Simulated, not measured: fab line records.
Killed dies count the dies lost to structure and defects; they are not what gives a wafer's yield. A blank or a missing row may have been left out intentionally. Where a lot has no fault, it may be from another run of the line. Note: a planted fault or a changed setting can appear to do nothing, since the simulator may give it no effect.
fab line records -- flow sky130 -- part 1 of 2: steps 1 to 25 of 34
record lots=5, wafers=15, lastDay=49
route steps=708 shown DNWELL@41 PWDE@45 NWELL@56
lots that met no fault: taken from a fault-free run of the same line
startH: hours from the record's opening day to when the first of the lot's shown wafers began -- waitH: time in hours since the lot's previous step -- " repeats the value in the row above -- L1.1+2: a row that stands for several wafers -- - no value, or no start was given -- * or withheld: withheld -- < > ~ a bound
route shown NAME@n: names a module that has steps shown in the file, with the first one's number in the route -- usual: the fault-free wafers' mean and standard deviation -- same: alike in all rows -- chamber/n: place in a boat -- sites: readings site by site -- _std_site: standard deviation of those values -- _edge_site: inner sites' mean taken away from outer sites' mean -- radiusMm: for every site, how far away it sits from the centre of the wafer -- mask NAME#n: copy n -- behind: the most recent tool/chamber to have shaped the wafer -- hold: what put the lot on hold/how long, in hours/how the hold closed -- device: names the non-switching transistor (n, p or np) -- end of line: at the end of the route, the tests of the same wafers -- a step with no rows: only its recipe -- killed: at the first sort, the dies lost to defects and structure; wafer yield is something else -- map: shows each die of a wafer: x if killed, . if not, _ if none is there
set.NAME: the setting the step ran with; set.NAME@STEP: the setting that earlier step ran with -- model.NAME: the simulator's own value behind a step, which no gauge read
lots at some steps of the route; a table a step, a row a wafer
services: the hour from which a tool's chamber was out of use, counted from the record's first day as startH (under 0 if before that day), plus the number of hours and why
## steps
# step SKY_DNWELL_DEVELOP_06
# recipe wallAngleDeg=90, developer=TMAH, developTimeS=60, devTempC=23
# usual resistLineTempC=23.00/0.095
lot.wafer,tool,chamber,startH,waitH,resistLineTempC
L078.1,lithoTrack-04,0,-,-,22.82
L078.2,lithoTrack-04,0,-,-,23.08
L078.3,lithoTrack-04,0,-,-,22.92
L085.1,lithoTrack-03,0,-,-,22.91
L085.3,lithoTrack-03,0,-,-,22.99
L085.6,lithoTrack-03,0,-,-,22.95
L086.1,lithoTrack-03,0,-,-,22.93
L086.2,lithoTrack-03,0,-,-,22.91
L086.6,lithoTrack-03,0,-,-,22.86
L090.2,lithoTrack-04,0,-,-,22.87
L090.3,lithoTrack-04,0,-,-,22.99
L090.4,lithoTrack-04,0,-,-,23.04
L091.1,lithoTrack-02,0,-,-,23.15
L091.2,lithoTrack-02,0,-,-,23.02
L091.4,lithoTrack-02,0,-,-,23.12
# step SKY_DNWELL_IMPLANT_07
# recipe species=P, energyKev=withheld, doseCm2=withheld, tiltDeg=withheld
# usual endStationPressureTorr=5.04e-06/3e-07
lot.wafer,tool,chamber,startH,waitH,endStationPressureTorr
L078.1,implanter-03,0,86.51,-,4.83e-06
L078.2,implanter-03,0,86.51,-,4.99e-06
L078.3,implanter-03,0,86.51,-,4.93e-06
L085.1,implanter-01,0,113.56,-,5.58e-06
L085.3,implanter-01,0,113.56,-,4.53e-06
L085.6,implanter-01,0,113.56,-,4.61e-06
L086.1,implanter-01,0,118.76,-,5.09e-06
L086.2,implanter-01,0,118.76,-,4.31e-06
L086.6,implanter-01,0,118.76,-,5.32e-06
L090.2,implanter-03,0,138.88,-,5.04e-06
L090.3,implanter-03,0,138.88,-,4.47e-06
L090.4,implanter-03,0,138.88,-,4.63e-06
L091.1,implanter-01,0,142.67,-,5.24e-06
L091.2,implanter-01,0,142.67,-,5.48e-06
L091.4,implanter-01,0,142.67,-,5.42e-06
# step SKY_DNWELL_STRIP_08
# recipe chemistry=O2/N2, powerW=1400, pressureMtorr=1500, platenTempC=withheld, o2FlowSccm=3000, n2FlowSccm=300, overashFraction=0.5
# usual drypumpMotorCurrentA=5.9/0.36, oesProductAu=0.722/0.0047, stripTimeToEndpointS=36.93/0.11
lot.wafer,tool,chamber,startH,waitH,drypumpMotorCurrentA,oesProductAu,rfHoursCounterH,stripTimeToEndpointS
L078.1,plasmaAsher-02,1,86.66,0.1,5.8,0.737,40,36.86
L078.2,plasmaAsher-02,0,86.66,0.1,6.5,0.723,40,36.73
L078.3,plasmaAsher-02,0,86.66,0.1,6.5,0.720,-,36.86
L085.1,plasmaAsher-03,1,113.71,0.1,5.6,0.715,32,36.90
L085.3,plasmaAsher-03,1,113.71,0.1,5.6,0.716,-,36.89
L085.6,plasmaAsher-03,1,113.71,0.1,5.6,0.727,-,37.10
L086.1,plasmaAsher-03,0,118.91,0.1,5.9,0.729,33,36.99
L086.2,plasmaAsher-03,1,118.91,0.1,5.6,0.721,33,36.99
L086.6,plasmaAsher-03,0,118.91,0.1,5.9,0.720,-,36.94
L090.2,plasmaAsher-01,1,139.01,0.1,5.3,0.717,45,36.92
L090.3,plasmaAsher-01,1,139.01,0.1,5.4,0.727,-,36.74
L090.4,plasmaAsher-01,0,139.01,0.1,6.1,0.717,-,36.96
L091.1,plasmaAsher-01,1,142.82,0.1,5.3,0.714,46,36.93
L091.2,plasmaAsher-01,0,142.82,0.1,6.1,0.726,46,37.04
L091.4,plasmaAsher-01,0,142.82,0.1,6.1,0.720,-,36.97
# step SKY_DNWELL_TW_MEAS_09
# usual DNWELL_TW=1111/9.3
lot.wafer,tool,chamber,startH,waitH,DNWELL_TW
L078.1,filmMetro-01,-,86.76,0.1,1107
L078.2,filmMetro-01,-,86.76,0.1,1101
L078.3,filmMetro-01,-,86.76,0.1,1099
L085.1,filmMetro-02,-,113.81,0.1,1113
L085.3,filmMetro-02,-,113.81,0.1,1111
L085.6,filmMetro-02,-,113.81,0.1,1114
L086.1,filmMetro-02,-,119.01,0.1,1101
L086.2,filmMetro-02,-,119.01,0.1,1111
L086.6,filmMetro-02,-,119.01,0.1,1107
L090.2,filmMetro-01,-,139.12,0.1,1104
L090.3,filmMetro-01,-,139.12,0.1,1106
L090.4,filmMetro-01,-,139.12,0.1,1104
L091.1,filmMetro-04,-,142.92,0.1,1115
L091.2,filmMetro-04,-,142.92,0.1,1121
L091.4,filmMetro-04,-,142.92,0.1,1126
# step SKY_PWDE_DEHYDRATE_00
# recipe tempC=200, timeS=60
# usual resistLineTempC=23.03/0.1
lot.wafer,tool,chamber,startH,waitH,resistLineTempC
L078.1,lithoTrack-03,0,93.96,7.2,23.16
L078.2,lithoTrack-03,0,93.96,7.2,23.10
L078.3,lithoTrack-03,0,93.96,7.2,23.20
L085.1,lithoTrack-04,0,122.66,8.8,22.95
L085.3,lithoTrack-04,0,122.66,8.8,23.03
L085.6,lithoTrack-04,0,122.66,8.8,23.02
L086.1,lithoTrack-04,0,128.01,9.0,23.11
L086.2,lithoTrack-04,0,128.01,9.0,23.04
L086.6,lithoTrack-04,0,128.01,9.0,22.92
L090.2,lithoTrack-01,0,148.34,9.2,23.08
L090.3,lithoTrack-01,0,148.34,9.2,22.93
L090.4,lithoTrack-01,0,148.34,9.2,22.92
L091.1,lithoTrack-04,0,151.61,8.7,23.05
L091.2,lithoTrack-04,0,151.61,8.7,23.05
L091.4,lithoTrack-04,0,151.61,8.7,23.05
# step SKY_PWDE_HMDS_01
# recipe primeTimeS=60, primeTempC=120
# usual resistLineTempC=22.99/0.094
lot.wafer,tool,chamber,startH,waitH,resistLineTempC
L078.1,lithoTrack-03,0,94.11,0.1,22.91
L078.2,lithoTrack-03,0,94.11,0.1,23.13
L078.3,lithoTrack-03,0,94.11,0.1,22.93
L085.1,lithoTrack-04,0,122.81,0.1,22.94
L085.3,lithoTrack-04,0,122.81,0.1,22.92
L085.6,lithoTrack-04,0,122.81,0.1,23.04
L086.1,lithoTrack-04,0,128.16,0.1,23.04
L086.2,lithoTrack-04,0,128.16,0.1,23.05
L086.6,lithoTrack-04,0,128.16,0.1,23.01
L090.2,lithoTrack-01,0,148.49,0.1,22.96
L090.3,lithoTrack-01,0,148.49,0.1,23.04
L090.4,lithoTrack-01,0,148.49,0.1,22.87
L091.1,lithoTrack-04,0,151.76,0.1,23.01
L091.2,lithoTrack-04,0,151.76,0.1,22.93
L091.4,lithoTrack-04,0,151.76,0.1,23.05
# step SKY_PWDE_COAT_02
# recipe spinRpm=2000, resistThkNm=3000
# usual resistLineTempC=22.98/0.092
lot.wafer,tool,chamber,startH,waitH,resistLineTempC
L078.1,lithoTrack-03,0,94.26,0.1,23.03
L078.2,lithoTrack-03,0,94.26,0.1,22.96
L078.3,lithoTrack-03,0,94.26,0.1,23.00
L085.1,lithoTrack-04,0,122.96,0.1,22.97
L085.3,lithoTrack-04,0,122.96,0.1,23.05
L085.6,lithoTrack-04,0,122.96,0.1,23.12
L086.1,lithoTrack-04,0,128.31,0.1,22.92
L086.2,lithoTrack-04,0,128.31,0.1,22.87
L086.6,lithoTrack-04,0,128.31,0.1,22.78
L090.2,lithoTrack-01,0,148.64,0.1,22.86
L090.3,lithoTrack-01,0,148.64,0.1,22.80
L090.4,lithoTrack-01,0,148.64,0.1,22.86
L091.1,lithoTrack-04,0,151.91,0.1,23.15
L091.2,lithoTrack-04,0,151.91,0.1,23.16
L091.4,lithoTrack-04,0,151.91,0.1,22.90
# step SKY_PWDE_SOFTBAKE_03
# recipe tempC=110, timeS=withheld
# usual resistLineTempC=23.01/0.11
lot.wafer,tool,chamber,startH,waitH,resistLineTempC
L078.1,lithoTrack-03,0,94.41,0.1,22.86
L078.2,lithoTrack-03,0,94.41,0.1,22.99
L078.3,lithoTrack-03,0,94.41,0.1,22.79
L085.1,lithoTrack-04,0,123.11,0.1,22.94
L085.3,lithoTrack-04,0,123.11,0.1,22.96
L085.6,lithoTrack-04,0,123.11,0.1,23.20
L086.1,lithoTrack-04,0,128.46,0.1,22.82
L086.2,lithoTrack-04,0,128.46,0.1,22.92
L086.6,lithoTrack-04,0,128.46,0.1,22.88
L090.2,lithoTrack-01,0,148.80,0.1,23.18
L090.3,lithoTrack-01,0,148.80,0.1,22.86
L090.4,lithoTrack-01,0,148.80,0.1,23.16
L091.1,lithoTrack-04,0,152.06,0.1,23.08
L091.2,lithoTrack-04,0,152.06,0.1,22.91
L091.4,lithoTrack-04,0,152.06,0.1,23.08
# step SKY_PWDE_EXPOSE_04
# recipe maskId=PWDEM, na=0.6, sourceShape=conventional, sigmaOuter=0.6, polarization=unpolarized, targetCdNm=840, doseMj=214
# usual stageVelMmS=499.99/0.29
lot.wafer,tool,chamber,startH,waitH,mask,stageVelMmS
L078.1,ilineStepper-02,0,-,-,PWDEM#0,500.11
L078.2,ilineStepper-02,0,-,-,PWDEM#0,499.96
L078.3,ilineStepper-02,0,-,-,PWDEM#0,500.22
L085.1,ilineStepper-01,0,-,-,PWDEM#0,500.61
L085.3,ilineStepper-01,0,-,-,PWDEM#0,500.01
L085.6,ilineStepper-01,0,-,-,PWDEM#0,500.32
L086.1,ilineStepper-01,0,-,-,PWDEM#0,499.31
L086.2,ilineStepper-01,0,-,-,PWDEM#0,499.61
L086.6,ilineStepper-01,0,-,-,PWDEM#0,499.67
L090.2,ilineStepper-01,0,-,-,PWDEM#0,500.63
L090.3,ilineStepper-01,0,-,-,PWDEM#0,499.95
L090.4,ilineStepper-01,0,-,-,PWDEM#0,500.10
L091.1,ilineStepper-02,0,-,-,PWDEM#0,500.06
L091.2,ilineStepper-02,0,-,-,PWDEM#0,499.98
L091.4,ilineStepper-02,0,-,-,PWDEM#0,499.74
# step SKY_PWDE_PEB_05
# recipe tempC=115, timeS=withheld
# usual resistLineTempC=23.01/0.11
lot.wafer,tool,chamber,startH,waitH,resistLineTempC
L078.1,lithoTrack-04,0,-,-,23.14
L078.2,lithoTrack-04,0,-,-,23.01
L078.3,lithoTrack-04,0,-,-,22.93
L085.1,lithoTrack-04,0,-,-,23.04
L085.3,lithoTrack-04,0,-,-,23.11
L085.6,lithoTrack-04,0,-,-,23.03
L086.1,lithoTrack-01,0,-,-,23.04
L086.2,lithoTrack-01,0,-,-,22.88
L086.6,lithoTrack-01,0,-,-,23.06
L090.2,lithoTrack-04,0,-,-,22.99
L090.3,lithoTrack-04,0,-,-,22.88
L090.4,lithoTrack-04,0,-,-,23.01
L091.1,lithoTrack-03,0,-,-,23.15
L091.2,lithoTrack-03,0,-,-,23.01
L091.4,lithoTrack-03,0,-,-,23.14
# step SKY_PWDE_DEVELOP_06
# recipe wallAngleDeg=90, developer=TMAH, developTimeS=60, devTempC=23
# usual resistLineTempC=22.97/0.097
lot.wafer,tool,chamber,startH,waitH,resistLineTempC
L078.1,lithoTrack-04,0,-,-,22.81
L078.2,lithoTrack-04,0,-,-,23.01
L078.3,lithoTrack-04,0,-,-,22.92
L085.1,lithoTrack-04,0,-,-,22.95
L085.3,lithoTrack-04,0,-,-,22.84
L085.6,lithoTrack-04,0,-,-,22.81
L086.1,lithoTrack-01,0,-,-,23.12
L086.2,lithoTrack-01,0,-,-,23.02
L086.6,lithoTrack-01,0,-,-,22.95
L090.2,lithoTrack-04,0,-,-,23.15
L090.3,lithoTrack-04,0,-,-,23.07
L090.4,lithoTrack-04,0,-,-,23.10
L091.1,lithoTrack-03,0,-,-,23.10
L091.2,lithoTrack-03,0,-,-,22.95
L091.4,lithoTrack-03,0,-,-,22.94
# step SKY_PWDE_OVL_MEAS_07
# usual PWDE_OVL=-0.8/1.3
lot.wafer,tool,chamber,startH,waitH,PWDE_OVL[nm]
L078.1,overlay-01,-,102.61,-,-2.1
L078.2,overlay-01,-,102.61,-,-1.6
L078.3,overlay-01,-,102.61,-,-0.9
L085.1,overlay-01,-,133.26,-,-1.4
L085.3,overlay-01,-,133.26,-,-1.1
L085.6,overlay-01,-,133.26,-,-1.2
L086.1,overlay-01,-,137.71,-,-2.3
L086.2,overlay-01,-,137.71,-,-2.0
L086.6,overlay-01,-,137.71,-,-1.5
L090.2,overlay-01,-,157.56,-,-2.4
L090.3,overlay-01,-,157.56,-,-0.8
L090.4,overlay-01,-,157.56,-,-2.6
L091.1,overlay-02,-,162.16,-,-0.2
L091.2,overlay-02,-,162.16,-,-2.2
L091.4,overlay-02,-,162.16,-,-0.2
# step SKY_PWDE_IMPLANT_08
# recipe species=B, energyKev=150, doseCm2=3.6e+12, tiltDeg=withheld
# usual endStationPressureTorr=5.03e-06/2.6e-07
lot.wafer,tool,chamber,startH,waitH,endStationPressureTorr
L078.1,implanter-03,0,102.64,0.0,4.88e-06
L078.2,implanter-03,0,102.64,0.0,4.97e-06
L078.3,implanter-03,0,102.64,0.0,5.06e-06
L085.1,implanter-02,0,133.29,0.0,5.05e-06
L085.3,implanter-02,0,133.29,0.0,5.11e-06
L085.6,implanter-02,0,133.29,0.0,5.5e-06
L086.1,implanter-04,0,137.75,0.0,5.21e-06
L086.2,implanter-04,0,137.75,0.0,5.47e-06
L086.6,implanter-04,0,137.75,0.0,5.28e-06
L090.2,implanter-04,0,157.62,0.0,4.76e-06
L090.3,implanter-04,0,157.62,0.0,5.01e-06
L090.4,implanter-04,0,157.62,0.0,4.82e-06
L091.1,implanter-04,0,162.20,0.0,5.2e-06
L091.2,implanter-04,0,162.20,0.0,5.22e-06
L091.4,implanter-04,0,162.20,0.0,4.82e-06
# step SKY_PWDE_STRIP_09
# recipe chemistry=O2/N2, powerW=1400, pressureMtorr=1500, platenTempC=withheld, o2FlowSccm=3000, n2FlowSccm=300, overashFraction=0.5
# usual drypumpMotorCurrentA=5.8/0.43, oesProductAu=0.723/0.0045, stripTimeToEndpointS=36.95/0.1
lot.wafer,tool,chamber,startH,waitH,drypumpMotorCurrentA,oesProductAu,rfHoursCounterH,stripTimeToEndpointS
L078.1,plasmaAsher-01,0,102.79,0.1,6.1,0.717,40,36.83
L078.2,plasmaAsher-01,1,102.79,0.1,5.3,0.727,40,36.94
L078.3,plasmaAsher-01,1,102.79,0.1,5.3,0.723,-,36.88
L085.1,plasmaAsher-04,1,133.44,0.1,5.3,0.717,42,36.85
L085.3,plasmaAsher-04,0,133.44,0.1,6.0,0.721,-,36.81
L085.6,plasmaAsher-04,1,133.44,0.1,5.2,0.725,-,36.92
L086.1,plasmaAsher-01,0,137.90,0.1,6.1,0.728,45,37.03
L086.2,plasmaAsher-01,1,137.90,0.1,5.3,0.720,45,37.05
L086.6,plasmaAsher-01,1,137.90,0.1,5.3,0.725,-,37.06
L090.2,plasmaAsher-04,0,157.74,0.1,5.9,0.718,45,37.05
L090.3,plasmaAsher-04,0,157.74,0.1,5.9,0.716,-,37.11
L090.4,plasmaAsher-04,1,157.74,0.1,5.2,0.726,-,37.11
L091.1,plasmaAsher-02,1,162.35,0.1,5.8,0.726,4,36.90
L091.2,plasmaAsher-02,0,162.35,0.1,6.5,0.719,4,36.87
L091.4,plasmaAsher-02,0,162.35,0.1,6.5,0.721,-,36.93
# step SKY_PWDE_TW_MEAS_10
# usual PWDE_TW=374/3.3
lot.wafer,tool,chamber,startH,waitH,PWDE_TW
L078.1,filmMetro-01,-,102.89,0.1,370
L078.2,filmMetro-01,-,102.89,0.1,370
L078.3,filmMetro-01,-,102.89,0.1,371
L085.1,filmMetro-04,-,133.54,0.1,379
L085.3,filmMetro-04,-,133.54,0.1,379
L085.6,filmMetro-04,-,133.54,0.1,380
L086.1,filmMetro-04,-,138.00,0.1,377
L086.2,filmMetro-04,-,138.00,0.1,379
L086.6,filmMetro-04,-,138.00,0.1,378
L090.2,filmMetro-04,-,157.85,0.1,375
L090.3,filmMetro-04,-,157.85,0.1,374
L090.4,filmMetro-04,-,157.85,0.1,374
L091.1,filmMetro-02,-,162.45,0.1,371
L091.2,filmMetro-02,-,162.45,0.1,371
L091.4,filmMetro-02,-,162.45,0.1,370
# step SKY_NWELL_DEHYDRATE_03
# recipe tempC=200, timeS=60
# usual resistLineTempC=23.01/0.096
lot.wafer,tool,chamber,startH,waitH,resistLineTempC
L078.1,lithoTrack-02,0,111.32,8.4,23.00
L078.2,lithoTrack-02,0,111.32,8.4,22.98
L078.3,lithoTrack-02,0,111.32,8.4,22.94
L085.1,lithoTrack-04,0,142.81,9.3,23.05
L085.3,lithoTrack-04,0,142.81,9.3,22.99
L085.6,lithoTrack-04,0,142.81,9.3,22.98
L086.1,lithoTrack-04,0,147.41,9.4,23.01
L086.2,lithoTrack-04,0,147.41,9.4,23.11
L086.6,lithoTrack-04,0,147.41,9.4,22.94
L090.2,lithoTrack-01,0,167.74,9.9,23.05
L090.3,lithoTrack-01,0,167.74,9.9,22.91
L090.4,lithoTrack-01,0,167.74,9.9,22.80
L091.1,lithoTrack-04,0,172.25,9.8,22.94
L091.2,lithoTrack-04,0,172.25,9.8,22.98
L091.4,lithoTrack-04,0,172.25,9.8,23.19
# step SKY_NWELL_HMDS_04
# recipe primeTimeS=60, primeTempC=120
# usual resistLineTempC=23.01/0.098
lot.wafer,tool,chamber,startH,waitH,resistLineTempC
L078.1,lithoTrack-02,0,111.47,0.1,22.94
L078.2,lithoTrack-02,0,111.47,0.1,22.91
L078.3,lithoTrack-02,0,111.47,0.1,23.00
L085.1,lithoTrack-04,0,142.96,0.1,23.12
L085.3,lithoTrack-04,0,142.96,0.1,23.03
L085.6,lithoTrack-04,0,142.96,0.1,23.09
L086.1,lithoTrack-04,0,147.56,0.1,22.99
L086.2,lithoTrack-04,0,147.56,0.1,23.03
L086.6,lithoTrack-04,0,147.56,0.1,23.11
L090.2,lithoTrack-01,0,167.89,0.1,23.01
L090.3,lithoTrack-01,0,167.89,0.1,22.99
L090.4,lithoTrack-01,0,167.89,0.1,23.14
L091.1,lithoTrack-04,0,172.40,0.1,23.12
L091.2,lithoTrack-04,0,172.40,0.1,23.13
L091.4,lithoTrack-04,0,172.40,0.1,22.97
# step SKY_NWELL_COAT_05
# recipe spinRpm=2000, resistThkNm=3000
# usual resistLineTempC=23.02/0.1
lot.wafer,tool,chamber,startH,waitH,resistLineTempC
L078.1,lithoTrack-02,0,111.62,0.1,22.79
L078.2,lithoTrack-02,0,111.62,0.1,22.84
L078.3,lithoTrack-02,0,111.62,0.1,22.80
L085.1,lithoTrack-04,0,143.11,0.1,22.88
L085.3,lithoTrack-04,0,143.11,0.1,22.90
L085.6,lithoTrack-04,0,143.11,0.1,22.96
L086.1,lithoTrack-04,0,147.71,0.1,22.97
L086.2,lithoTrack-04,0,147.71,0.1,22.93
L086.6,lithoTrack-04,0,147.71,0.1,22.98
L090.2,lithoTrack-01,0,168.04,0.1,22.97
L090.3,lithoTrack-01,0,168.04,0.1,23.00
L090.4,lithoTrack-01,0,168.04,0.1,23.00
L091.1,lithoTrack-04,0,172.55,0.1,23.05
L091.2,lithoTrack-04,0,172.55,0.1,23.12
L091.4,lithoTrack-04,0,172.55,0.1,23.07
# step SKY_NWELL_SOFTBAKE_06
# recipe tempC=110, timeS=withheld
# usual resistLineTempC=23.00/0.11
lot.wafer,tool,chamber,startH,waitH,resistLineTempC
L078.1,lithoTrack-02,0,111.77,0.1,22.99
L078.2,lithoTrack-02,0,111.77,0.1,22.90
L078.3,lithoTrack-02,0,111.77,0.1,22.92
L085.1,lithoTrack-04,0,143.26,0.1,23.20
L085.3,lithoTrack-04,0,143.26,0.1,23.08
L085.6,lithoTrack-04,0,143.26,0.1,23.24
L086.1,lithoTrack-04,0,147.86,0.1,23.02
L086.2,lithoTrack-04,0,147.86,0.1,23.08
L086.6,lithoTrack-04,0,147.86,0.1,22.90
L090.2,lithoTrack-01,0,168.20,0.1,22.74
L090.3,lithoTrack-01,0,168.20,0.1,23.13
L090.4,lithoTrack-01,0,168.20,0.1,22.85
L091.1,lithoTrack-04,0,172.70,0.1,22.99
L091.2,lithoTrack-04,0,172.70,0.1,23.01
L091.4,lithoTrack-04,0,172.70,0.1,22.95
# step SKY_NWELL_EXPOSE_07
# recipe maskId=NWM, na=0.6, sourceShape=conventional, sigmaOuter=0.6, polarization=unpolarized, targetCdNm=840, doseMj=255
# usual stageVelMmS=500.05/0.24
lot.wafer,tool,chamber,startH,waitH,mask,stageVelMmS
L078.1,ilineStepper-02,0,-,-,NWM#0,500.03
L078.2,ilineStepper-02,0,-,-,NWM#0,500.30
L078.3,ilineStepper-02,0,-,-,NWM#0,499.90
L085.1,ilineStepper-01,0,-,-,NWM#0,500.04
L085.3,ilineStepper-01,0,-,-,NWM#0,500.13
L085.6,ilineStepper-01,0,-,-,NWM#0,500.43
L086.1,ilineStepper-02,0,-,-,NWM#0,499.71
L086.2,ilineStepper-02,0,-,-,NWM#0,500.23
L086.6,ilineStepper-02,0,-,-,NWM#0,500.30
L090.2,ilineStepper-02,0,-,-,NWM#0,500.01
L090.3,ilineStepper-02,0,-,-,NWM#0,500.20
L090.4,ilineStepper-02,0,-,-,NWM#0,499.92
L091.1,ilineStepper-01,0,-,-,NWM#0,500.15
L091.2,ilineStepper-01,0,-,-,NWM#0,499.78
L091.4,ilineStepper-01,0,-,-,NWM#0,500.36
# step SKY_NWELL_PEB_08
# recipe tempC=115, timeS=withheld
# usual resistLineTempC=23.01/0.12
lot.wafer,tool,chamber,startH,waitH,resistLineTempC
L078.1,lithoTrack-01,0,-,-,23.43
L078.2,lithoTrack-01,0,-,-,23.26
L078.3,lithoTrack-01,0,-,-,23.09
L085.1,lithoTrack-04,0,-,-,22.95
L085.3,lithoTrack-04,0,-,-,22.94
L085.6,lithoTrack-04,0,-,-,22.99
L086.1,lithoTrack-01,0,-,-,23.26
L086.2,lithoTrack-01,0,-,-,23.01
L086.6,lithoTrack-01,0,-,-,23.14
L090.2,lithoTrack-01,0,-,-,23.04
L090.3,lithoTrack-01,0,-,-,23.03
L090.4,lithoTrack-01,0,-,-,23.01
L091.1,lithoTrack-04,0,-,-,23.02
L091.2,lithoTrack-04,0,-,-,22.95
L091.4,lithoTrack-04,0,-,-,23.04
# step SKY_NWELL_DEVELOP_09
# recipe wallAngleDeg=90, developer=TMAH, developTimeS=60, devTempC=23
# usual resistLineTempC=23.00/0.086
lot.wafer,tool,chamber,startH,waitH,resistLineTempC
L078.1,lithoTrack-01,0,-,-,23.11
L078.2,lithoTrack-01,0,-,-,23.04
L078.3,lithoTrack-01,0,-,-,22.88
L085.1,lithoTrack-04,0,-,-,23.04
L085.3,lithoTrack-04,0,-,-,22.87
L085.6,lithoTrack-04,0,-,-,22.97
L086.1,lithoTrack-01,0,-,-,23.04
L086.2,lithoTrack-01,0,-,-,22.95
L086.6,lithoTrack-01,0,-,-,23.01
L090.2,lithoTrack-01,0,-,-,23.04
L090.3,lithoTrack-01,0,-,-,23.03
L090.4,lithoTrack-01,0,-,-,23.17
L091.1,lithoTrack-04,0,-,-,22.94
L091.2,lithoTrack-04,0,-,-,22.96
L091.4,lithoTrack-04,0,-,-,22.87
# step SKY_NWELL_OVL_MEAS_10
# usual NWELL_00_OVL=0.9/1.8
lot.wafer,tool,chamber,startH,waitH,NWELL_00_OVL[nm]
L078.1,overlay-01,-,121.26,-,1.5
L078.2,overlay-01,-,121.26,-,0.0
L078.3,overlay-01,-,121.26,-,1.3
L085.1,overlay-02,-,152.61,-,-0.4
L085.3,overlay-02,-,152.61,-,0.6
L085.6,overlay-02,-,152.61,-,-0.1
L086.1,overlay-02,-,157.11,-,0.3
L086.2,overlay-02,-,157.11,-,-2.1
L086.6,overlay-02,-,157.11,-,-0.8
L090.2,overlay-01,-,178.37,-,1.0
L090.3,overlay-01,-,178.37,-,1.2
L090.4,overlay-01,-,178.37,-,2.7
L091.1,overlay-01,-,183.20,-,-1.2
L091.2,overlay-01,-,183.20,-,0.2
L091.4,overlay-01,-,183.20,-,0.2
# step SKY_NWELL_IMPLANT_11
# recipe species=P, energyKev=400, doseCm2=1.9e+13, tiltDeg=withheld
# usual endStationPressureTorr=5.05e-06/2.7e-07
lot.wafer,tool,chamber,startH,waitH,endStationPressureTorr
L078.1,implanter-01,0,121.30,0.0,4.83e-06
L078.2,implanter-01,0,121.30,0.0,5.15e-06
L078.3,implanter-01,0,121.30,0.0,5.73e-06
L085.1,implanter-04,0,152.64,0.0,4.76e-06
L085.3,implanter-04,0,152.64,0.0,5.43e-06
L085.6,implanter-04,0,152.64,0.0,5.3e-06
L086.1,implanter-01,0,157.15,0.0,5.33e-06
L086.2,implanter-01,0,157.15,0.0,4.99e-06
L086.6,implanter-01,0,157.15,0.0,5.04e-06
L090.2,implanter-02,0,178.42,0.0,5.22e-06
L090.3,implanter-02,0,178.42,0.0,4.73e-06
L090.4,implanter-02,0,178.42,0.0,5.27e-06
L091.1,implanter-04,0,183.24,0.0,5.17e-06
L091.2,implanter-04,0,183.24,0.0,5.42e-06
L091.4,implanter-04,0,183.24,0.0,4.71e-06
# step SKY_NWELL_IMPLANT_12
# recipe species=P, energyKev=120, doseCm2=1.3e+12, tiltDeg=withheld
# usual endStationPressureTorr=4.97e-06/2.8e-07
lot.wafer,tool,chamber,startH,waitH,endStationPressureTorr
L078.1,implanter-01,0,121.45,0.1,4.97e-06
L078.2,implanter-01,0,121.45,0.1,4.27e-06
L078.3,implanter-01,0,121.45,0.1,4.95e-06
L085.1,implanter-04,0,152.79,0.1,4.57e-06
L085.3,implanter-04,0,152.79,0.1,5.11e-06
L085.6,implanter-04,0,152.79,0.1,4.5e-06
L086.1,implanter-01,0,157.30,0.1,5.18e-06
L086.2,implanter-01,0,157.30,0.1,4.63e-06
L086.6,implanter-01,0,157.30,0.1,5.31e-06
L090.2,implanter-02,0,178.57,0.1,4.99e-06
L090.3,implanter-02,0,178.57,0.1,5.11e-06
L090.4,implanter-02,0,178.57,0.1,5.08e-06
L091.1,implanter-04,0,183.39,0.1,4.81e-06
L091.2,implanter-04,0,183.39,0.1,4.38e-06
L091.4,implanter-04,0,183.39,0.1,5.03e-06
